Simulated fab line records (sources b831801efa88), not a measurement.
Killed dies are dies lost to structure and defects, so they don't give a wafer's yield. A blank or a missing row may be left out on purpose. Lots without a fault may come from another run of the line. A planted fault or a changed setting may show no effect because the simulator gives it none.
A struck lot beside a sound one + flow sky130 + 18 steps out of a route of 708
Sound: wafers L618.2, L618.5, L618.6. Wafers struck: L630.3, L630.4, L630.6. The cause comes at the end.
Order at every step that has rows: each side's tool, ch and its chambers, its first start. Under that, the readings that differ: sound wafers + struck wafers + difference of the means + sigmas: that difference in standard deviations of wafers without a fault.
alike: readings with means less than 2 such deviations apart, plus words and numbers identical on both sides. not compared: withheld readings, readings lacking a value on some wafer, bounds such as >300 that could conceal the same value, and numbers that have no deviation in the record and whose values overlap.
Wherever a step has rows on one side only, a row that says differs or no value, or a row with sigmas, the two part there. Non-overlapping numbers with no deviation appear without sigmas and do not part them. A reading that every wafer of one side lacks parts them only if that side has two wafers or more.

first, 4 steps without rows for these wafers: SKY_VT_ADJUST_LVTN_SOFTBAKE_14 (time 60 s); SKY_VT_ADJUST_LVTN_EXPOSE_15 (exposes mask HVN STD DERIVED, target cd 600 nm); SKY_VT_ADJUST_LVTN_PEB_16; SKY_VT_ADJUST_LVTN_DEVELOP_17 (develop time 60 s).
SKY_VT_ADJUST_LVTN_OVL_MEAS_18:
  sound: overlay-02 at day 10 04:11; struck: overlay-02 at day 13 15:34
  alike: VT_ADJUST_LVTN_01_OVL
then, 1 step without rows for these wafers: SKY_VT_ADJUST_LVTN_IMPLANT_19.
SKY_VT_ADJUST_LVTN_STRIP_20: strips in O2/N2.
  sound on plasma asher-03 ch 0,1, day 10 04:22; struck on plasma asher-03 ch 0,1, day 13 15:46
  alike: chamber pressure mTorr, drypump motor current A, oes product au, strip time to endpoint s
  not compared: rf hours counter h
SKY_VT_ADJUST_LVTN_TW_MEAS_21:
  sound: film metro-01 at day 10 04:29; struck: film metro-01 at day 13 15:51
  alike: VT_ADJUST_LVTN_2_TW
then, 4 steps without rows for these wafers: SKY_VT_ADJUST_NCORE_DEHYDRATE_00 (time 60 s); SKY_VT_ADJUST_NCORE_HMDS_01 (prime time 60 s); SKY_VT_ADJUST_NCORE_COAT_02 (resist thk 1140 nm); SKY_VT_ADJUST_NCORE_SOFTBAKE_03 (time 60 s).
SKY_VT_ADJUST_NCORE_EXPOSE_04: exposes mask LVTN COMPLEMENT THIN, target cd 380 nm.
  sound on iline stepper-01 ch 0, day 10 15:32; struck on iline stepper-01 ch 0, day 14 04:41
| reading              | sound                | struck               | difference | sigmas |
|----------------------|----------------------|----------------------|------------|--------|
| exposure dose mJ cm2 | 138.91 139.08 138.85 | 145.79 145.97 145.92 | +6.95      | +50    |
  alike: mask, reticle temp C
then, 2 steps without rows for these wafers: SKY_VT_ADJUST_NCORE_PEB_05; SKY_VT_ADJUST_NCORE_DEVELOP_06 (develop time 60 s).
SKY_VT_ADJUST_NCORE_CD_MEAS_07: the cd target is 380 nm.
  sound: cd sem-01 at day 11 02:46; struck: cd sem-02 at day 14 17:28
| reading    | sound             | struck            | difference | sigmas |
|------------|-------------------|-------------------|------------|--------|
| cd nm (nm) | 379.8 377.4 381.4 | 394.6 393.2 392.2 | +13.8      | +7     |
SKY_VT_ADJUST_NCORE_OVL_MEAS_08:
  sound: overlay-02 at day 11 02:52; struck: overlay-02 at day 14 17:33
  alike: VT_ADJUST_NCORE_OVL
SKY_PAD_OPEN_PROBE_99:
  sound wafers here have rows in the record (prober-02, day 47 22:12); struck ones have none

## WHERE THEY PART
At SKY_VT_ADJUST_NCORE_EXPOSE_04 first; at SKY_PAD_OPEN_PROBE_99 last (within this record only).

WHY: what the simulator had put in
Process parameters drifting: iline stepper-01 at SKY_VT_ADJUST_NCORE_EXPOSE_04, beginning at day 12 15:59. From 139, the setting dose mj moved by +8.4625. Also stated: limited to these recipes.
